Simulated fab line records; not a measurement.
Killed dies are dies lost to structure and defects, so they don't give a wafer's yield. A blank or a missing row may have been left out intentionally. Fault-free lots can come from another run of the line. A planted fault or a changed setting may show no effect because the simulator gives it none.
The tool behind it: which one? + flow gf180mcu + route of 602 steps, sampled at 1 step: 7 lots, 21 wafers

WHAT THE GAUGES READ, wafer by wafer
GF_M5_OVL_MEAS_08.
| lot  | measured     | on         | M5_OVL (nm) |
|------|--------------|------------|-------------|
| L597 | day 26 22:58 | overlay-01 | -13 -10 -9  |
| L599 | day 27 11:58 | overlay-01 | -4 -4 -3    |
| L601 | day 28 02:48 | overlay-02 | 3 0 5       |
| L604 | day 29 08:46 | overlay-01 | -4 5 1      |
| L612 | day 31 06:51 | overlay-02 | -14 -16 -11 |
| L615 | day 32 01:58 | overlay-02 | 1 -2 0      |
| L617 | day 32 14:40 | overlay-01 | -1 -8 -3    |

EACH LOT AND THE TOOL THAT RAN IT (in order: tool; ch and the chambers of the sampled wafers; start)
No process step before these readings appears in the record.

THE ANSWER, worked out from the rows above alone
Rule: the usual values come from the lots themselves. The widest of any qualifying gaps counts: lots, ordered by their means at a reading, are off when they make up no more than a third of the lots, leave a main group of 4 or more, and stand apart from it by 3 or more times the standard deviation of that group's means. A main group is skipped when, at the precision printed for the reading in the tables above, its means are all equal. Also off: a lot with no number at a reading for which 4 or more lots have one. The other lots that the step has rows for count as sound.
No lot is off on any of the readings shown, so nothing can be concluded from this.

WHAT HAD BEEN PUT IN BY THE SIMULATOR
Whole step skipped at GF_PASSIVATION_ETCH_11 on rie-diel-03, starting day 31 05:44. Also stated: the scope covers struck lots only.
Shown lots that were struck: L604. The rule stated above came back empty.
